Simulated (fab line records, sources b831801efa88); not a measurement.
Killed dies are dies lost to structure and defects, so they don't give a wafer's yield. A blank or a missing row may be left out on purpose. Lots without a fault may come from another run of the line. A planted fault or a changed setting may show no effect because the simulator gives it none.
Problem report in the 8D (eight disciplines) form, filled by code | flow sky130 | the parts of the form that need people (team, actions taken, sign-off) are left out

1. THE PROBLEM
plate_temp_C at SKY_VIA1_SOFTBAKE_08 reads a mean of 97.91 C on 6 wafers of 2 lots; wafers without a fault read 99.99 C with a standard deviation of 0.13. That is -16 standard deviations from the usual mean.
The step: time 90 s.
First seen on wafer L326.4, day 35 08:00, on litho_track-03. The record holds 42 wafers of 14 lots with a number at this step. Rule for "out", or "out of limits": more than 4 standard deviations from the usual mean. The other wafers with a number count as sound.

2. WHAT IT IS AND WHAT IT IS NOT
question                    | is                                 | is not
which readings at this step | plate_temp_C, heater_power_total_W | -
which lots                  | L326, L327                         | L319, L323, L324, L330, L331, L334, L335, L336, L337, L338, L339, L342
which wafers of those lots  | all that have a number             | -
read on which tools         | litho_track-03                     | litho_track-02, litho_track-04
when                        | from day 35 08:00                  | up to then (9 sound wafers); but 27 sound wafers of L330, L331, L334, L335, L336, L337, L338, L339, L342 came after

3. SUSPECTS, AND WHAT RULES EACH OUT
Counting: a tool at a process step up to the reading stays a suspect if it ran every lot that is out and no sound lot after the first of them.
- litho_track-03 at SKY_VIA1_SOFTBAKE_08 (time 90 s): ruled out as a lasting fault. Sound lots L337, L338 ran on it after its first lot that is out, L326 (day 35 08:00).
Left after counting: nothing in the record.

4. THE CAUSE (what the simulator had put in)
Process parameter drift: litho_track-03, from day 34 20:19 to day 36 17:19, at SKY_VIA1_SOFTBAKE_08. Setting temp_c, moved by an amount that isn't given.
Counting ruled it out, wrongly.

5. THE CHAIN OF EFFECTS, in route order
Each row: a reading whose mean over the struck wafers that have a number lies more than 3 standard deviations from the usual. Only readings for which the record gives a usual standard deviation are gone through. hours: the time from each lot's start at the first step in this table that gives one to its start at this step, as a median over the lots. sigmas: the change in usual standard deviations.
hours | step                 | reading              | usual   | on struck wafers | change | sigmas
0     | SKY_VIA1_SOFTBAKE_08 | heater_power_total_W | 57.36 W | 55.80            | -1.56  | -13
0     | SKY_VIA1_SOFTBAKE_08 | plate_temp_C         | 99.99 C | 97.91            | -2.08  | -16
The process steps in it:
- SKY_VIA1_SOFTBAKE_08: time 90 s.

6. WHAT WOULD HAVE CAUGHT IT SOONER
In this record the first reading out of limits was taken at day 35 08:00, 12 hours after the fault began at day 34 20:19.
